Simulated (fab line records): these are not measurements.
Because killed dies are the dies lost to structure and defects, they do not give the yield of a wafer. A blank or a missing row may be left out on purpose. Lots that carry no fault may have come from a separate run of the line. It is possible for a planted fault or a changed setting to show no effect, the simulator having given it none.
Which tool was responsible? :: flow sky130 :: 14 lots with 42 wafers sampled at 2 steps, on a route of 708 steps

## WHAT EACH GAUGE READ, for each wafer
SKY_CAPM_THK_MEAS_04: measures by xrf.
lot: L194
measured: day 36 03:35
on: film-metro-04
CAPM_TIN_THK (nm): 197.4 197.0 202.7

lot: L195
measured: day 36 13:23
on: film-metro-01
CAPM_TIN_THK (nm): 204.2 203.8 204.0

lot: L197
measured: day 37 01:49
on: film-metro-01
CAPM_TIN_THK (nm): 199.5 197.1 197.0

lot: L199
measured: day 37 21:53
on: film-metro-01
CAPM_TIN_THK (nm): 192.1 197.8 198.0

lot: L200
measured: day 38 00:17
on: film-metro-04
CAPM_TIN_THK (nm): 202.3 202.4 203.6

lot: L207
measured: day 40 08:28
on: film-metro-04
CAPM_TIN_THK (nm): 202.2 206.1 205.9

lot: L208
measured: day 40 12:08
on: film-metro-04
CAPM_TIN_THK (nm): 199.2 199.2 199.2

lot: L209
measured: day 42 02:57
on: film-metro-02
CAPM_TIN_THK (nm): 195.8 197.5 198.0

lot: L210
measured: day 42 06:55
on: film-metro-02
CAPM_TIN_THK (nm): 202.8 201.3 195.2

lot: L211
measured: day 42 11:25
on: film-metro-02
CAPM_TIN_THK (nm): 195.0 194.4 195.3

lot: L215
measured: day 42 13:09
on: film-metro-02
CAPM_TIN_THK (nm): 200.5 198.4 198.0

lot: L214
measured: day 42 13:33
on: film-metro-02
CAPM_TIN_THK (nm): 200.0 200.2 200.2

lot: L216
measured: day 42 15:55
on: film-metro-02
CAPM_TIN_THK (nm): 196.9 197.5 196.3

lot: L217
measured: day 42 22:40
on: film-metro-01
CAPM_TIN_THK (nm): 199.9 200.0 204.7

SKY_METAL3_OVL_MEAS_14.
lot: L194
measured: day 38 04:59
on: overlay-02
METAL3_OVL (nm): -1 1 -4

lot: L195
measured: day 38 12:14
on: overlay-02
METAL3_OVL (nm): -2 -1 -5

lot: L197
measured: day 39 02:29
on: overlay-01
METAL3_OVL (nm): 7 13 6

lot: L199
measured: day 39 21:02
on: overlay-02
METAL3_OVL (nm): 7 3 10

lot: L200
measured: day 39 23:20
on: overlay-01
METAL3_OVL (nm): 5 -2 1

lot: L207
measured: day 42 07:56
on: overlay-02
METAL3_OVL (nm): 3 7 1

lot: L208
measured: day 42 11:41
on: overlay-01
METAL3_OVL (nm): -3 -6 5

lot: L209
measured: day 43 23:38
on: overlay-01
METAL3_OVL (nm): 18 16 5

lot: L210
measured: day 44 02:23
on: overlay-01
METAL3_OVL (nm): 11 6 8

lot: L211
measured: day 44 09:04
on: overlay-01
METAL3_OVL (nm): -12 -9 -9

lot: L215
measured: day 44 09:44
on: overlay-01
METAL3_OVL (nm): 5 6 2

lot: L214
measured: day 44 09:47
on: overlay-02
METAL3_OVL (nm): 2 3 2

lot: L216
measured: day 44 12:59
on: overlay-01
METAL3_OVL (nm): 3 -1 2

lot: L217
measured: day 44 19:29
on: overlay-02
METAL3_OVL (nm): -5 1 3

## TOOL THAT RAN EACH LOT (tool first, then ch and the chambers of the sampled wafers, then the start)
The record shows no process step preceding these readings.

## WHAT THE TOOLS THEMSELVES READ (means of the sampled wafers that have a number; where no wafer has one, the mark that the record gives instead)
The record holds no such reading with a usual standard deviation.

## THE ANSWER, worked out from the rows above alone
Rule: what is usual is taken from the lots themselves. Put in order of their means at a reading, lots are off if they are a third of the lots or fewer, leave a main group of 4 or more, and stand apart from it by a gap of 3 or more times the standard deviation of the main group's means; of several such gaps the widest counts. The tables above print the reading to a certain number of digits; a main group whose means all agree to those digits is not used. Also off: a lot with no number at a reading for which 4 or more lots have one. All remaining lots with rows at the step are treated as sound. Order of review: gauges by route order, followed by the tools' own readings, for which a lot's mean as printed above is used. The first step at which some lot is off is used, and at that step the reading that is off furthest; a lot without a number counts as furthest.
No lot is off on any of the readings shown, so nothing can be concluded from this.

## WHAT THE SIMULATOR HAD PUT IN
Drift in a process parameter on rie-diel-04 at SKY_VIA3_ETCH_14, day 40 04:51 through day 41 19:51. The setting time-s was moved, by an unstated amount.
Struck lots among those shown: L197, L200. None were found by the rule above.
